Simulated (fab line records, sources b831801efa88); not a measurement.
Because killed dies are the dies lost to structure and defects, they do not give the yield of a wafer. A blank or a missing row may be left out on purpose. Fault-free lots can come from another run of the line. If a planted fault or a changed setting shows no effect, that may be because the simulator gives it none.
Check for tools in common | flow gf180mcu | 11 lots, 33 wafers sampled

## WHY THIS WAS OPENED
At GF_HV_LDD_TW_MEAS_38 the reading HV_LDD_3_TW is flagged on 2 of 11 lots. No-fault wafers: 1448, standard deviation 8.9.
Rule: a lot gets a flag if all its wafers with a number sit over 4 standard deviations from that mean, or if no wafer of it has a number. The rest of the lots are taken to be sound.

lot  | measured     | on            | HV_LDD_3_TW, wafer by wafer | flag
L833 | day 11 17:08 | film_metro-03 | 1456 1456 1459              |
L835 | day 12 11:36 | film_metro-02 | 1445 1442 1440              |
L837 | day 12 22:10 | film_metro-02 | 1440 1444 1442              |
L839 | day 13 18:31 | film_metro-03 | 1456 1443 1438              |
L843 | day 15 00:02 | film_metro-02 | 1445 1447 1444              |
L846 | day 15 23:29 | film_metro-02 | 1505 1497 1501              | FLAGGED
L848 | day 16 12:11 | film_metro-04 | 1505 1511 1516              | FLAGGED
L851 | day 17 09:28 | film_metro-03 | 1443 1427 1436              |
L852 | day 17 21:50 | film_metro-03 | 1433 1442 1432              |
L855 | day 18 22:32 | film_metro-04 | 1454 1451 1449              |
L856 | day 19 03:03 | film_metro-03 | 1456 1449 1442              |
On average the flagged lots' numbers are 1506, which is +58 against the usual, or +6 standard deviations.

## WHICH TOOL EACH LOT WENT THROUGH
3 process steps preceding the reading are held in the record, out of 602 steps in the route. Cell contents, in order: the tool; ch with the chambers the sampled wafers went through; the start.
lot  | flag    | GF_VT_IMPLANT_STRIP_20               | GF_HV_LDD_IMPLANT_34            | GF_HV_LDD_STRIP_37
L833 |         | plasma_asher-01 ch 0,1, day 6 06:59  | implanter-03 ch 0, day 11 16:35 | plasma_asher-04 ch 0,1, day 11 17:02
L835 |         | plasma_asher-03 ch 0,1, day 6 22:02  | implanter-02 ch 0, day 12 11:03 | plasma_asher-01 ch 0,1, day 12 11:30
L837 |         | plasma_asher-03 ch 0, day 7 07:47    | implanter-03 ch 0, day 12 21:37 | plasma_asher-03 ch 0,1, day 12 22:04
L839 |         | plasma_asher-02 ch 0,1, day 8 00:11  | implanter-01 ch 0, day 13 17:58 | plasma_asher-01 ch 0,1, day 13 18:25
L843 |         | plasma_asher-01 ch 0,1, day 9 00:38  | implanter-03 ch 0, day 14 23:29 | plasma_asher-01 ch 0,1, day 14 23:56
L846 | FLAGGED | plasma_asher-01 ch 0,1, day 9 18:29  | implanter-03 ch 0, day 15 22:56 | plasma_asher-01 ch 0,1, day 15 23:23
L848 | FLAGGED | plasma_asher-02 ch 0,1, day 10 07:29 | implanter-03 ch 0, day 16 11:38 | plasma_asher-04 ch 0,1, day 16 12:05
L851 |         | plasma_asher-02 ch 0,1, day 11 00:53 | implanter-01 ch 0, day 17 08:55 | plasma_asher-03 ch 0,1, day 17 09:22
L852 |         | plasma_asher-03 ch 0,1, day 11 08:29 | implanter-01 ch 0, day 17 21:17 | plasma_asher-04 ch 0,1, day 17 21:44
L855 |         | plasma_asher-01 ch 0,1, day 12 05:46 | implanter-02 ch 0, day 18 21:59 | plasma_asher-01 ch 0,1, day 18 22:26
L856 |         | plasma_asher-03 ch 0,1, day 12 07:56 | implanter-02 ch 0, day 19 02:31 | plasma_asher-04 ch 0,1, day 19 02:56
What is done by these steps:
- GF_VT_IMPLANT_STRIP_20: strips in O2/N2.
- GF_HV_LDD_IMPLANT_34
- GF_HV_LDD_STRIP_37: strips in O2/N2.
- GF_HV_LDD_TW_MEAS_38

## FLAGGED OVER TOTAL, TOOL BY TOOL (the gauges that took the reading come last)
step                   | tool            | lots run | flagged | share of the flagged lots | sound lots run after its first flagged lot
GF_VT_IMPLANT_STRIP_20 | plasma_asher-01 | 4        | 1       | some                      | 1 (L855)
GF_VT_IMPLANT_STRIP_20 | plasma_asher-02 | 3        | 1       | some                      | 1 (L851)
GF_VT_IMPLANT_STRIP_20 | plasma_asher-03 | 4        | 0       | none                      | -
GF_HV_LDD_IMPLANT_34   | implanter-01    | 3        | 0       | none                      | -
GF_HV_LDD_IMPLANT_34   | implanter-02    | 3        | 0       | none                      | -
GF_HV_LDD_IMPLANT_34   | implanter-03    | 5        | 2       | all                       | 0
GF_HV_LDD_STRIP_37     | plasma_asher-01 | 5        | 1       | some                      | 1 (L855)
GF_HV_LDD_STRIP_37     | plasma_asher-03 | 2        | 0       | none                      | -
GF_HV_LDD_STRIP_37     | plasma_asher-04 | 4        | 1       | some                      | 2 (L852,L856)
GF_HV_LDD_TW_MEAS_38   | film_metro-02   | 4        | 1       | some                      | 0
GF_HV_LDD_TW_MEAS_38   | film_metro-03   | 5        | 0       | none                      | -
GF_HV_LDD_TW_MEAS_38   | film_metro-04   | 2        | 1       | some                      | 1 (L855)

## WHAT THE TABLE ALLOWS
In the table, 1 row covers all flagged lots: implanter-03 at GF_HV_LDD_IMPLANT_34.
- implanter-03 at GF_HV_LDD_IMPLANT_34 ran 5 lots, 2 of them flagged. Its last sound lot is L843 (day 14 23:29), its first flagged lot L846 (day 15 22:56): a fault that began between those two fits. Its own readings (dose_ions_cm2, faraday_current_uA) fall more than 4 standard deviations out on all wafers of the flagged lots.
Just one tool remains: implanter-03 at GF_HV_LDD_IMPLANT_34.

## WHAT HAD BEEN PUT IN BY THE SIMULATOR
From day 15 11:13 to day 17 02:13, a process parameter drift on implanter-03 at GF_HV_LDD_IMPLANT_34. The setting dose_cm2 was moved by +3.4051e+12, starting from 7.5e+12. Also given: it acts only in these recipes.
Shown lots that were struck: L846, L848. The rule given above showed the same thing.
